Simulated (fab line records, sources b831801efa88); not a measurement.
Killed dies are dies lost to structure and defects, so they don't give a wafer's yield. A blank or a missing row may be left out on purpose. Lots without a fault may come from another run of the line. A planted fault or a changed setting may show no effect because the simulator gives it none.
One fault seen from 2 desks | flow gf180mcu | each desk has only its own numbers; what lay behind them comes last

THE TOOL OWNER'S DESK: implanter-03
The tool's own readings at GF_DNWELL_IMPLANT_07: means of the sampled wafers that have a number, for each lot that ran on this tool. A lot is out of limits, marked OUT, if its mean lies more than 4 standard deviations from the usual mean; the brackets give that distance.
Columns: A = beam_energy_keV at GF_DNWELL_IMPLANT_07, usual 1500.2; B = end_station_pressure_torr at GF_DNWELL_IMPLANT_07, usual 5.05e-06 Torr
lot  | first seen here | A                        | B
L473 | day 3 14:32     | 1499.1                   | 4.88e-06
L481 | day 5 11:20     | 1407.6 (-99 or more) OUT | 5.06e-06
L482 | day 5 16:44     | 1407.3 (-99 or more) OUT | 5.01e-06
This desk's finding: out of limits on L481, L482; first on L481, day 5 11:20 (beam_energy_keV at GF_DNWELL_IMPLANT_07). In limits: L473.

THE METROLOGY DESK
What the gauges read, lot by lot, whatever tool the lot ran on: means of the sampled wafers that have a number. A lot is out of limits, marked OUT, if its mean lies more than 4 standard deviations from the usual mean; the brackets give that distance.
Columns: A = INCOMING_BOW at GF_STI_BOW_MEAS_00, usual 0 um; B = STI_CVD_23_THK at GF_STI_THK_MEAS_24, usual 649 nm
lot  | first seen here | A  | B
L469 | day 1 10:00     | 4  | 648
L470 | day 1 15:00     | 2  | 642
L471 | day 1 20:00     | -4 | 658
L472 | day 2 01:02     | 9  | 648
L473 | day 2 06:05     | 3  | 659
L480 | day 3 17:01     | 3  | 654
L481 | day 3 22:00     | 0  | 653
L482 | day 4 03:04     | -3 | 645
L483 | day 4 08:00     | -5 | 644
L484 | day 4 13:00     | 1  | 642
L485 | day 4 18:04     | -2 | 645
L486 | day 4 23:02     | -1 | 648
L490 | day 5 19:00     | -3 | 641
L492 | day 6 05:00     | 3  | 643
This desk's finding: nothing out of limits on any of the 14 lots.

PUT TOGETHER
The tool owner's desk could have raised an alarm at day 5 11:20, on L481, L482.
The metrology desk saw nothing out of limits.
The metrology desk has L481, L482 on record, within its limits.
Of the lots named, all ran GF_DNWELL_IMPLANT_07 on implanter-03.

WHAT THE SIMULATOR HAD PUT IN
Process parameter drift: implanter-03, from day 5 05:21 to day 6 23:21, at GF_DNWELL_IMPLANT_07. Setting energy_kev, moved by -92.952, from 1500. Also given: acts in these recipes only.
Lots struck among those shown: L481, L482.
Hours from the fault's start to each desk's first reading out of limits: the tool owner's desk, 6.
